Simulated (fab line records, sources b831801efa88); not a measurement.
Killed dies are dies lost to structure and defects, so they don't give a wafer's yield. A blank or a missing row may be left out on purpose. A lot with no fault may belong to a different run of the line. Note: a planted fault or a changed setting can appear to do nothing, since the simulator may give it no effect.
A single fault, viewed from 2 desks :: flow gf180mcu :: each desk holds nothing but its own numbers, with what lay behind them at the end

METROLOGY DESK
What the gauges read for every lot (on any tool): the sampled wafers with a number, averaged. A lot is out of limits, marked OUT, if its mean lies more than 4 standard deviations from the usual mean; the brackets give that distance.
Columns: A = V4_BOW at GF_V4_BOW_MEAS_05, usual 135 um
lot: L463
first seen here: day 23 04:07
A: 152

lot: L464
first seen here: day 23 11:08
A: 129

lot: L466
first seen here: day 24 05:31
A: 143

lot: L469
first seen here: day 25 13:35
A: 147

lot: L470
first seen here: day 26 02:44
A: 137

lot: L479
first seen here: day 29 01:55
A: 122

lot: L480
first seen here: day 29 04:09
A: 146

lot: L481
first seen here: day 29 11:25
A: 131

lot: L482
first seen here: day 29 18:31
A: 120

lot: L484
first seen here: day 30 03:55
A: 146

lot: L486
first seen here: day 30 09:49
A: 126

lot: L485
first seen here: day 30 15:02
A: 129
This desk's verdict: no lot among the 12 shows anything out of limits.

TOOL OWNER'S DESK, rie metal-03
The tool's own readings at GF_M4_METAL_ETCH_16 (etches the open film in Cl2/BCl3, stops on SiO2, target depth 750.8 nm, time 125.1 s): means of the sampled wafers that have a number, for each lot that ran on this tool. A lot is out of limits, marked OUT, if its mean lies more than 4 standard deviations from the usual mean; the brackets give that distance.
Columns: A = bias w at GF_M4_METAL_ETCH_16, usual 139.9 W; B = drypump motor current A at GF_M4_METAL_ETCH_16, usual 5.5 A; C = oes product au at GF_M4_METAL_ETCH_16, usual 0.987 a.u.; D = throttle valve pct at GF_M4_METAL_ETCH_16, usual 28.234 %
lot: L466
first seen here: day 24 04:17
A: 140.0
B: 5.8
C: 0.989
D: 28.227

lot: L469
first seen here: day 25 12:20
A: 186.3 (+99 or more) OUT
B: 5.8
C: 0.992
D: 28.233

lot: L470
first seen here: day 26 01:29
A: 208.8 (+99 or more) OUT
B: 5.8
C: 0.991
D: 28.224

lot: L482
first seen here: day 29 16:56
A: 139.6
B: 5.8
C: 0.988
D: 28.233

lot: L484
first seen here: day 30 02:35
A: 140.2
B: 5.8
C: 0.983
D: 28.244
This desk finds L469, L470 out of limits, L469 being first, at day 25 12:20 (bias w at GF_M4_METAL_ETCH_16). Within limits: L466, L482, L484.

PUT TOGETHER
On L469, L470, at day 25 12:20, an alarm was possible from the tool owner's desk.
The metrology desk saw nothing out of limits.
The metrology desk holds a record of L469, L470, inside its limits.
GF_M4_METAL_ETCH_16 was run on rie metal-03 by each of the lots named.

WHAT WAS PUT IN BY THE SIMULATOR
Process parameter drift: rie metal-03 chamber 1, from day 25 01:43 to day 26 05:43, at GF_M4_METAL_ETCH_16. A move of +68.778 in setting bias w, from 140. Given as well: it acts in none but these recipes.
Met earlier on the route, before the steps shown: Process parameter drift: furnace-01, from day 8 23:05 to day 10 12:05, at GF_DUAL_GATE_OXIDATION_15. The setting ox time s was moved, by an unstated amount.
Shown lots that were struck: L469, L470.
How many hours passed from the start of the fault until each desk's first out-of-limits reading: the tool owner's desk, 11.
